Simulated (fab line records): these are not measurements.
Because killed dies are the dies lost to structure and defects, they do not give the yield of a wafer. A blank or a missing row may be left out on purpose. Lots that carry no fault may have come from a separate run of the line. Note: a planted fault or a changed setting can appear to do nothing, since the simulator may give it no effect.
Matching of chambers || flow gf180mcu || GF_V5_CMP_04 on cmp-02 has 4 sister chambers
The step polishes SiO2. 4 wafers are shown with their chamber, then 7 later ones without.

## EACH WAFER AND ITS CHAMBER
{"wafer": "L949.1", "chamber": 2, "motor_current_A (A)": 11.2}
{"wafer": "L949.6", "chamber": 1, "motor_current_A (A)": 13.1}
{"wafer": "L951.1", "chamber": 0, "motor_current_A (A)": 10.4}
{"wafer": "L951.2", "chamber": 3, "motor_current_A (A)": 15.3}

## WAFERS WHOSE CHAMBER IS MISSING
{"wafer": "L951.5", "motor_current_A (A)": 10.0}
{"wafer": "L957.3", "motor_current_A (A)": 15.4}
{"wafer": "L957.4", "motor_current_A (A)": 13.7}
{"wafer": "L957.6", "motor_current_A (A)": 11.4}
{"wafer": "L960.3", "motor_current_A (A)": 10.4}
{"wafer": "L960.4", "motor_current_A (A)": 13.3}
{"wafer": "L960.6", "motor_current_A (A)": 13.2}

## THE CHAMBER EACH PASSED THROUGH
{"wafer": "L951.5", "from the rows above": 0, "in truth": 0}
{"wafer": "L957.3", "from the rows above": 3, "in truth": 3}
{"wafer": "L957.4", "from the rows above": 1, "in truth": 1}
{"wafer": "L957.6", "from the rows above": 2, "in truth": 2}
{"wafer": "L960.3", "from the rows above": 0, "in truth": 0}
{"wafer": "L960.4", "from the rows above": 1, "in truth": 1}
{"wafer": "L960.6", "from the rows above": 1, "in truth": 1}
Correct placement for 7 of the 7. Number that these rows cannot place: 0. Wrongly placed: 0.
How it was worked out, from the rows above alone: a wafer's distance from a chamber is the root of the sum, over the readings, of the square of ((its reading less the chamber's mean) divided by the reading's scatter). If the next closest chamber is less than 2 further off than the closest, the wafer can't be placed; otherwise it belongs to the closest. For every chamber, the mean is computed from those of its wafers that are shown. The scatter: with one shown wafer a chamber, the root of the mean of the squares of how far each hidden wafer lies from its nearest shown one.
